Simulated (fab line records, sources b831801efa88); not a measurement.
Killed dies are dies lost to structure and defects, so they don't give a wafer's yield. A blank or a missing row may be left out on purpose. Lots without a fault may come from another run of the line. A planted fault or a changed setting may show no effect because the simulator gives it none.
A struck lot beside a sound one | flow gf180mcu | 13 steps out of a route of 602
Sound: wafers L463.1, L463.3, L463.6. Struck: wafers L457.1, L457.2, L457.6. The cause comes at the end.
At each step with rows: each side's tool, then ch and its chambers, then its first start. Under that, the readings that differ: sound wafers | struck wafers | difference of the means | sigmas: that difference in standard deviations of wafers without a fault.
alike: readings whose means differ by less than 2 such deviations, and words and numbers that are the same on both sides. not compared: withheld readings, readings that some wafer has no value for, bounds like >300 that may hide the same value, and numbers for which the record gives no deviation and whose values overlap.
The two part at a step that has a row with sigmas, a row that says differs or no value, or rows on one side only. Numbers that don't overlap but have no deviation are shown without sigmas and don't part them. A reading that every wafer of one side lacks parts them only if that side has two wafers or more.

GF_V1_CD_MEAS_14: target cd 260 nm.
  sound on cd_sem-01, day 23 00:50; struck on cd_sem-01, day 21 05:58
  alike: cd_nm
GF_V1_OVL_MEAS_15:
  sound on overlay-02, day 23 00:58; struck on overlay-02, day 21 06:05
  alike: V1_OVL
GF_V1_ETCH_16: etches BARC in N2/H2.
  sound on rie_diel-03 ch 0,1,2, day 23 00:59; struck on rie_diel-04 ch 0,1,2, day 21 06:07
  alike: drypump_motor_current_A, oes_product_au, throttle_valve_pct
then, 1 step without rows for these wafers: GF_V1_ETCH_17 (etches SiO2 in C4F8/O2/Ar, stops on TiN, target depth 630 nm).
GF_V1_STRIP_18: strips in O2/N2.
  sound on plasma_asher-04 ch 0,1, day 23 01:07; struck on plasma_asher-03 ch 0,1, day 21 06:14
  alike: drypump_motor_current_A, heater_power_w, oes_product_au
  not compared: rf_hours_counter_h
then, 2 steps without rows for these wafers: GF_V1_STRIP_19 (strips in post etch residue remover, time 1200 s); GF_V1_CLEAN_20 (cleans in DIW).
GF_V1_SPUTTER_21: material Ti, target thk 15 nm, time 80.02 s.
  sound on pvd_sputter-04, day 23 01:41; struck on pvd_sputter-02, day 21 06:49
  alike: cathode_dc_power_W, substrate_temp_c, throttle_valve_pct
GF_V1_SPUTTER_22: material TiN, target thk 10 nm, time 40 s.
  sound on pvd_sputter-04, day 23 01:45; struck on pvd_sputter-02, day 21 06:52
  alike: cathode_dc_power_W, throttle_valve_pct
GF_V1_CVD_23: deposits W, target thk 350 nm, time 105.05 s.
  sound on cvd_w-01 ch 0,1, day 23 01:47; struck on cvd_w-01 ch 0,1, day 21 06:55
  alike: heater_power_outer_w, heater_power_w
GF_V1_RS_MEAS_24: measures by four-point-probe.
  sound on film_metro-04, day 23 01:54; struck on film_metro-02, day 21 07:01
  alike: V1_W_RS
GF_V1_THK_MEAS_25: measures by xrf.
  sound on film_metro-04, day 23 02:01; struck on film_metro-02, day 21 07:08
  alike: V1_W_THK
GF_V1_CMP_26: polishes, stops on SiO2, t overpolish 15 s, target thk 0 nm.
  sound on cmp-02 ch 0,1,3, day 23 02:08; struck on cmp-02 ch 0,2, day 21 07:12
  no value came back on the struck wafers for any of 5 readings (edge_zone_pressure_frac, head_pressure_psi (psi) and others); on the sound wafers edge_zone_pressure_frac reads 0.994 0.988 1.000
  reading                             | sound             | struck            | difference | sigmas
  model.W_of_V1_CVD_23.thk_nm (nm)    | 0 0 0             | 360.3 355.6 353.1 | +356.3     |
  model.SiO2_of_V1_CVD_02.thk_nm (nm) | 629.3 627.9 628.2 | 633.6 633.4 633.9 | +5.2       |

WHERE THEY PART
Only at GF_V1_CMP_26, within this record.

WHY: what the simulator had put in
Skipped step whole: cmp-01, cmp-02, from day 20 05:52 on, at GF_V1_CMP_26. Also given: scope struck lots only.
